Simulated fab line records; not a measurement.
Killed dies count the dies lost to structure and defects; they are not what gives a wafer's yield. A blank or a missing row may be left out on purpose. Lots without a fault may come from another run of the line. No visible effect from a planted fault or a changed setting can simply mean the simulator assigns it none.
Comparing a struck lot with a sound one / flow sky130 / 32 steps out of a route of 708
Sound: these wafers, L294.1, L294.5, L294.6. Wafers L312.1, L312.2, L312.6 were the ones struck. Last of all comes the cause.
For every step that has rows: the tool of each side, followed by ch and its chambers, followed by its first start. Under that, the readings that differ: sound wafers / struck wafers / difference of the means / sigmas: that difference in standard deviations of wafers without a fault.
alike: readings whose means differ by less than 2 such deviations, and words and numbers that are the same on both sides. not compared: withheld readings, readings that some wafer has no value for, bounds like >300 that may hide the same value, and numbers for which the record gives no deviation and whose values overlap.
A row with sigmas, a row that says differs or no value, or rows on one side alone: a step with any of these is where the two part. Numbers that have no deviation but don't overlap get no sigmas and don't part them. Lack of a reading on every wafer of one side parts them only where that side has two or more wafers.

SKY_PWDE_OVL_MEAS_07:
  sound on overlay-01 at day 5 03:05; struck on overlay-02 at day 9 00:04
reading=PWDE_OVL (nm); sound=-0.5 -1.8 -0.6; struck=2.0 0.2 2.7; difference=+2.6; sigmas=+2
after that, 1 step had no rows for these wafers: SKY_PWDE_IMPLANT_08.
SKY_PWDE_STRIP_09: strips in O2/N2.
  sound on plasma-asher-02 ch 0,1, day 5 03:16; struck on plasma-asher-01 ch 0,1, day 9 00:15
  alike: drypump-motor-current-A, oes-product-au, strip-time-to-endpoint-s
  not compared: rf-hours-counter-h
SKY_PWDE_TW_MEAS_10:
  sound on film-metro-02 at day 5 03:22; struck on film-metro-02 at day 9 00:21
  alike: PWDE_TW
then, 7 steps without rows for these wafers: SKY_NWELL_DEHYDRATE_03 (time 60 s); SKY_NWELL_HMDS_04 (prime time 60 s); SKY_NWELL_COAT_05 (resist thk 3000 nm); SKY_NWELL_SOFTBAKE_06; SKY_NWELL_EXPOSE_07 (exposes mask NWM, target cd 840 nm); SKY_NWELL_PEB_08; SKY_NWELL_DEVELOP_09 (develop time 60 s).
SKY_NWELL_OVL_MEAS_10:
  sound on overlay-01 at day 5 21:06; struck on overlay-02 at day 9 22:14
  alike: NWELL_00_OVL
SKY_NWELL_IMPLANT_11:
  sound on implanter-01 ch 0, day 5 21:08; struck on implanter-01 ch 0, day 9 22:16
reading=beam-energy-keV; sound=400.14 399.83 399.94; struck=378.79 379.11 378.85; difference=-21.05; sigmas=-99 or more
reading=model.implant.rp-nm (nm); sound=496.5 496.5 496.5; struck=484.4 484.4 484.4; difference=-12.1; sigmas=
reading=model.implant.drp-nm (nm); sound=116.9 116.9 116.9; struck=113.5 113.5 113.5; difference=-3.4; sigmas=
  alike: faraday-current-uA
then, 2 steps without rows for these wafers: SKY_NWELL_IMPLANT_12; SKY_NWELL_IMPLANT_13.
SKY_NWELL_STRIP_14: strips in O2/N2.
  sound on plasma-asher-02 ch 0,1, day 5 21:35; struck on plasma-asher-03 ch 0,1, day 9 22:43
  alike: drypump-motor-current-A, oes-product-au, strip-time-to-endpoint-s
  not compared: rf-hours-counter-h
SKY_NWELL_TW_MEAS_15:
  sound on film-metro-02 at day 5 21:41; struck on film-metro-02 at day 9 22:49
  alike: NWELL_TW
then, 7 steps without rows for these wafers: SKY_NWELL_DEHYDRATE_16 (time 60 s); SKY_NWELL_HMDS_17 (prime time 60 s); SKY_NWELL_COAT_18 (resist thk 3000 nm); SKY_NWELL_SOFTBAKE_19; SKY_NWELL_EXPOSE_20 (exposes mask NWM COMPLEMENT, target cd 840 nm); SKY_NWELL_PEB_21; SKY_NWELL_DEVELOP_22 (develop time 60 s).
SKY_NWELL_OVL_MEAS_23:
  sound on overlay-01 at day 6 16:37; struck on overlay-01 at day 10 21:57
reading=NWELL_01_OVL (nm); sound=-1.2 -1.5 -3.0; struck=2.5 2.1 2.2; difference=+4.2; sigmas=+3
after that, 1 step had no rows for these wafers: SKY_NWELL_IMPLANT_24.
SKY_NWELL_STRIP_25: strips in O2/N2.
  sound on plasma-asher-02 ch 0,1, day 6 16:47; struck on plasma-asher-02 ch 0,1, day 10 22:08
  alike: drypump-motor-current-A, oes-product-au, strip-time-to-endpoint-s
  not compared: rf-hours-counter-h
SKY_NWELL_TW_MEAS_26:
  sound on film-metro-04 at day 6 16:53; struck on film-metro-04 at day 10 22:14
  alike: NWELL_2_TW
then, 1 step without rows for these wafers: SKY_NWELL_CLEAN_27 (cleans in SC1/SC2, time 150 s).
SKY_NWELL_RTA_28: time 30 s.
  sound on rtp-anneal-01 ch 0, day 6 17:00; struck on rtp-anneal-01 ch 0, day 10 22:21
  alike: lamp-power-pct, wafer_temp_C_max
SKY_NWELL_RS_MEAS_29: measures by four-point-probe.
  sound on film-metro-02 at day 6 17:06; struck on film-metro-03 at day 10 22:27
reading=NWELL_RS (ohm/sq); sound=623.8 622.0 622.9; struck=633.4 633.5 633.4; difference=+10.5; sigmas=+6
-- the record jumps here: 40 days lie between the struck wafers' starts before and after (it left off in module NWELL and takes up again in module PAD_OPEN, whose first step shown is number 708 of the route) --
SKY_PAD_OPEN_PROBE_99:
  sound on prober-02 at day 47 06:37; struck on prober-01 at day 50 22:43
reading=model.etest.res-nwell.line-ohm-um; sound=1104 1115 1131; struck=1263 1195 1234; difference=+114; sigmas=
reading=model.etest.res-nwell.rs-ohm-sq; sound=936.2 932.6 937.8; struck=1049 1005 1034; difference=+94; sigmas=
reading=model.etest.tip_p_5v.rs-ohm-sq; sound=2866 2861 2852; struck=2918 2911 2893; difference=+48; sigmas=
reading=model.etest.pfet-g5v0d10v5.off-log10-a-um; sound=-12.81 -12.55 -12.79; struck=-13.41 -13.13 -13.16; difference=-0.52; sigmas=
reading=model.etest.pfet_01v8_lvt.off-log10-a-um; sound=-8.827 -8.779 -8.76; struck=-9.166 -9.286 -9.209; difference=-0.432; sigmas=
reading=model.etest.pfet-g5v0d10v5.vt-sat-v (V); sound=-0.6642 -0.624 -0.6502; struck=-0.7194 -0.6825 -0.7012; difference=-0.0549; sigmas=
reading=model.etest.pfet_16v.vt-v (V); sound=-1.115 -1.098 -1.106; struck=-1.146 -1.139 -1.143; difference=-0.036; sigmas=
  alike: killed_at_M0_to_M3, killed_at_M4_up, killed-at-contacts, killed-at-front-end, killed-at-other, killed-dies, killed-open, killed-short
  not compared: model.etest.pfet-g5v0d10v5.vt-v

WHERE THEY PART
First at SKY_PWDE_OVL_MEAS_07; last, within this record, at SKY_NWELL_RS_MEAS_29. Later steps at which nothing parts them and some readings are alike: SKY_PAD_OPEN_PROBE_99.

WHY: what the simulator had put in
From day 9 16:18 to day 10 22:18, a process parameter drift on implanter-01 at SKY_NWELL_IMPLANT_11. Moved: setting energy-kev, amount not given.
